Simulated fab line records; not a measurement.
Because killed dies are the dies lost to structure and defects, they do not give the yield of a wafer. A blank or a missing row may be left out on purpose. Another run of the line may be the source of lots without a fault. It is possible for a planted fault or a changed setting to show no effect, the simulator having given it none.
Lot-split experiment + flow gf180mcu + 23 wafers read from 5 lots, route of 602 steps

## THE SPLIT
At GF_NWELL_COAT_02 (resist thk 3000 nm), the setting resistThkNm was moved away from the recipe's 3000 nm on 6 of the 23 wafers read, by -5.0% to +4.8%. This setting was run at the recipe's value on the other wafers.

The reading is taken at the split's own step.

## THE READING
coat_of_NWELL_COAT_02.thkNm (the simulator's own value, which no gauge read), in nm, at GF_NWELL_COAT_02 (resist thk 3000 nm). No usual value for it is given in the file. Here, 17 wafers ran the recipe; their average is 3004 nm with a standard deviation of 8.1 nm.

| wafer  | tool, chamber at the split | resistThkNm as run, nm | against the recipe | coat_of_NWELL_COAT_02.thkNm, nm | against lot-mates on the recipe |
|--------|----------------------------|------------------------|--------------------|---------------------------------|---------------------------------|
| L075.2 | lithoTrack-04, 0           | 3000                   | recipe             | 3007                            | -                               |
| L075.3 | lithoTrack-04, 0           | 3144                   | +4.8%              | 3146                            | +142                            |
| L075.4 | lithoTrack-04, 0           | 3000                   | recipe             | 3009                            | -                               |
| L075.5 | lithoTrack-04, 0           | 3144                   | +4.8%              | 3144                            | +140                            |
| L075.6 | lithoTrack-04, 0           | 3000                   | recipe             | 2995                            | -                               |
| L077.1 | lithoTrack-04, 0           | 3000                   | recipe             | 2989                            | -                               |
| L077.2 | lithoTrack-04, 0           | 2850                   | -5.0%              | 2848                            | -142                            |
| L077.4 | lithoTrack-04, 0           | 3000                   | recipe             | 2984                            | -                               |
| L077.5 | lithoTrack-04, 0           | 2850                   | -5.0%              | 2840                            | -150                            |
| L077.6 | lithoTrack-04, 0           | 3000                   | recipe             | 2996                            | -                               |
| L080.2 | lithoTrack-03, 0           | 3000                   | recipe             | 3011                            | -                               |
| L080.3 | lithoTrack-03, 0           | 3000                   | recipe             | 3007                            | -                               |
| L080.6 | lithoTrack-03, 0           | 3000                   | recipe             | 3002                            | -                               |
| L084.1 | lithoTrack-03, 0           | 3000                   | recipe             | 3008                            | -                               |
| L084.2 | lithoTrack-03, 0           | 3000                   | recipe             | 3015                            | -                               |
| L084.3 | lithoTrack-03, 0           | 3000                   | recipe             | 3013                            | -                               |
| L084.5 | lithoTrack-03, 0           | 2860                   | -4.7%              | 2862                            | -150                            |
| L084.6 | lithoTrack-03, 0           | 2860                   | -4.7%              | 2864                            | -148                            |
| L085.1 | lithoTrack-02, 0           | 3000                   | recipe             | 3006                            | -                               |
| L085.4 | lithoTrack-02, 0           | 3000                   | recipe             | 3006                            | -                               |
| L085.2 | lithoTrack-02, 0           | 3000                   | recipe             | 3007                            | -                               |
| L085.3 | lithoTrack-02, 0           | 3000                   | recipe             | 3005                            | -                               |
| L085.5 | lithoTrack-02, 0           | 3000                   | recipe             | 3005                            | -                               |

THE FIT
A straight line over all 23 wafers: coat_of_NWELL_COAT_02.thkNm changes by +30.5 nm for each +1% of resistThkNm; r = +0.99; the points scatter about the line by 7.8 nm.
The same after taking each lot's own level away (the mean of its wafers on the recipe; 23 wafers): +30.1 nm for each +1%; r = +1.00; scatter 4.9 nm.
On that fit, the largest move of resistThkNm shifts the reading by 1.5e+02 nm.
Measured against the standard deviation above, the lots' own levels, which go from 2989.7 to 3012.0 nm, span 2.8 times it.
The two slopes agree, so the slope changes little with the lot-to-lot level.
Check: with one of the wafers moved furthest among these (-5.0%) left out of the fit, the line predicts -153 nm for it against its lot-mates. Against them it came out at -142 nm.

## ADDITIONAL SPLITS CARRIED BY THESE WAFERS
Other splits were also applied to these wafers ahead of the reading. Each is held against what the fit with the lots' levels taken away leaves over:
| other split on the same wafers | wafers away from the commonest value | r with coat_of_NWELL_COAT_02.thkNm (lot level and that fit taken away) |
|--------------------------------|--------------------------------------|------------------------------------------------------------------------|
| GF_STI_CVD_03 tempC            | 10                                   | -0.32                                                                  |
| GF_STI_PEB_10 pebTempC         | 4                                    | +0.27                                                                  |
| GF_DNWELL_COAT_02 spinRpm      | 9                                    | +0.25                                                                  |

## THE WHOLE CHAIN: every reading that the file lists as answering this split, in the file's order
| step              | what it does       | reading                                                                      | change (the file's fit)              | r (the file's) |
|-------------------|--------------------|------------------------------------------------------------------------------|--------------------------------------|----------------|
| GF_NWELL_COAT_02  | resist thk 3000 nm | coat_of_NWELL_COAT_02.thkNm (the simulator's own value, which no gauge read) | +30.1 nm for each +1% of the setting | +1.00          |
| GF_NWELL_STRIP_10 | strips in O2/N2    | stripTimeToEndpointS                                                         | withheld for each +1% of the setting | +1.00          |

## FILE'S OWN FIT
coat_of_NWELL_COAT_02.thkNm changes by +30.1 nm for each +1% of resistThkNm, r = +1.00.
